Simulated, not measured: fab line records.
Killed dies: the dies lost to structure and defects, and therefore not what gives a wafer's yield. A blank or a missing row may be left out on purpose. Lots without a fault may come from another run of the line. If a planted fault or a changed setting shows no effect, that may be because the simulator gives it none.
Check for tools in common ; flow sky130 ; 11 lots, 33 wafers sampled

WHY THIS WAS OPENED
2 of 11 lots carry a flag on the reading SD_N_RS at SKY_SD_N_RS_MEAS_16. Wafers without a fault read 68.53 ohm/sq, standard deviation 0.15.
Rule: a lot gets a flag if all its wafers with a number sit over 4 standard deviations from that mean, or if no wafer of it has a number. The rest of the lots are taken to be sound.

lot;measured;on;SD_N_RS (ohm/sq), wafer by wafer;flag
L684;day 28 07:59;film metro-03;68.34 68.44 68.42;
L688;day 29 23:14;film metro-01;66.74 67.03 67.00;FLAGGED
L690;day 30 16:45;film metro-01;66.83 66.86 66.78;FLAGGED
L697;day 32 16:28;film metro-03;68.39 68.43 68.40;
L698;day 32 20:39;film metro-04;68.76 68.81 68.66;
L699;day 33 14:12;film metro-03;68.50 68.36 68.36;
L700;day 33 14:43;film metro-01;68.62 68.60 68.52;
L702;day 34 06:45;film metro-03;68.41 68.36 68.44;
L703;day 34 15:40;film metro-01;68.49 68.40 68.60;
L704;day 35 00:37;film metro-03;68.42 68.40 68.41;
L705;day 35 12:40;film metro-03;68.31 68.33 68.38;
On average the flagged lots' numbers are 66.87 ohm/sq, which is -1.66 ohm/sq against the usual, or -11 standard deviations.

EACH LOT AND THE TOOL IT RAN ON
3 process steps preceding the reading are held in the record, out of 708 steps in the route. Every cell lists first the tool, next ch and the chambers used by the sampled wafers, and last the start.
lot;flag;SKY_POLY_CUT_STRIP_12;SKY_SD_N_IMPLANT_09;SKY_SD_N_STRIP_11
L684;;plasma asher-03 ch 0,1, day 24 14:31;implanter-01 ch 0, day 28 07:18;plasma asher-02 ch 0,1, day 28 07:35
L688;FLAGGED;plasma asher-03 ch 0,1, day 26 05:30;implanter-01 ch 0, day 29 22:33;plasma asher-03 ch 0,1, day 29 22:51
L690;FLAGGED;plasma asher-02 ch 0,1, day 27 00:28;implanter-01 ch 0, day 30 16:04;plasma asher-03 ch 0,1, day 30 16:22
L697;;plasma asher-03 ch 0,1, day 29 03:48;implanter-04 ch 0, day 32 15:44;plasma asher-03 ch 0,1, day 32 16:01
L698;;plasma asher-03 ch 0,1, day 29 08:42;implanter-04 ch 0, day 32 19:58;plasma asher-03 ch 0,1, day 32 20:15
L699;;plasma asher-03 ch 0,1, day 30 02:42;implanter-01 ch 0, day 33 13:31;plasma asher-01 ch 0,1, day 33 13:48
L700;;plasma asher-03 ch 0,1, day 30 04:21;implanter-04 ch 0, day 33 13:56;plasma asher-03 ch 1, day 33 14:14
L702;;plasma asher-02 ch 0,1, day 30 20:43;implanter-04 ch 0, day 34 06:05;plasma asher-02 ch 0,1, day 34 06:21
L703;;plasma asher-03 ch 0,1, day 31 06:56;implanter-01 ch 0, day 34 14:59;plasma asher-02 ch 0,1, day 34 15:16
L704;;plasma asher-02 ch 0,1, day 31 16:15;implanter-04 ch 0, day 34 23:56;plasma asher-02 ch 0,1, day 35 00:14
L705;;plasma asher-03 ch 0, day 32 04:10;implanter-01 ch 0, day 35 11:59;plasma asher-03 ch 0,1, day 35 12:17
What these steps do:
- SKY_POLY_CUT_STRIP_12: strips in O2/N2.
- SKY_SD_N_IMPLANT_09
- SKY_SD_N_STRIP_11: strips in O2/N2.
- SKY_SD_N_RS_MEAS_16: measures by four-point-probe.

FLAGGED OVER TOTAL, TOOL BY TOOL (the gauges that took the reading come last)
step;tool;lots run;flagged;share of the flagged lots;sound lots run after its first flagged lot
SKY_POLY_CUT_STRIP_12;plasma asher-02;3;1;some;2 (L702,L704)
SKY_POLY_CUT_STRIP_12;plasma asher-03;8;1;some;6 (L697,L698,L699,L700,L703,L705)
SKY_SD_N_IMPLANT_09;implanter-01;6;2;all;3 (L699,L703,L705)
SKY_SD_N_IMPLANT_09;implanter-04;5;0;none;-
SKY_SD_N_STRIP_11;plasma asher-01;1;0;none;-
SKY_SD_N_STRIP_11;plasma asher-02;4;0;none;-
SKY_SD_N_STRIP_11;plasma asher-03;6;2;all;4 (L697,L698,L700,L705)
SKY_SD_N_RS_MEAS_16;film metro-01;4;2;all;2 (L700,L703)
SKY_SD_N_RS_MEAS_16;film metro-03;6;0;none;-
SKY_SD_N_RS_MEAS_16;film metro-04;1;0;none;-

THE TABLE: WHAT IT ALLOWS
All flagged lots were run by 3 table rows, namely implanter-01 at SKY_SD_N_IMPLANT_09, plasma asher-03 at SKY_SD_N_STRIP_11, film metro-01 at SKY_SD_N_RS_MEAS_16.
- implanter-01 at SKY_SD_N_IMPLANT_09: 2 of its 6 lots flagged. Lots that were sound ran on it after the first flagged one (L699, L703, L705); a persistent fault on the entire tool would not allow that. Its own readings lie more than 4 standard deviations out on every wafer of the flagged lots: beam energy keV.
- plasma asher-03 at SKY_SD_N_STRIP_11: 2 of its 6 lots flagged. Lots that were sound ran on it after the first flagged one (L697, L698, L700, L705); a persistent fault on the entire tool would not allow that. Its own readings lie more than 4 standard deviations out on every wafer of the flagged lots: strip time to endpoint s.
- film metro-01 at SKY_SD_N_RS_MEAS_16: 2 of its 4 lots flagged. Lots that were sound ran on it after the first flagged one (L700, L703); a persistent fault on the entire tool would not allow that.
None of the table's rows ran every flagged lot and, after the first, no sound lot.

WHAT THE SIMULATOR HAD INSERTED
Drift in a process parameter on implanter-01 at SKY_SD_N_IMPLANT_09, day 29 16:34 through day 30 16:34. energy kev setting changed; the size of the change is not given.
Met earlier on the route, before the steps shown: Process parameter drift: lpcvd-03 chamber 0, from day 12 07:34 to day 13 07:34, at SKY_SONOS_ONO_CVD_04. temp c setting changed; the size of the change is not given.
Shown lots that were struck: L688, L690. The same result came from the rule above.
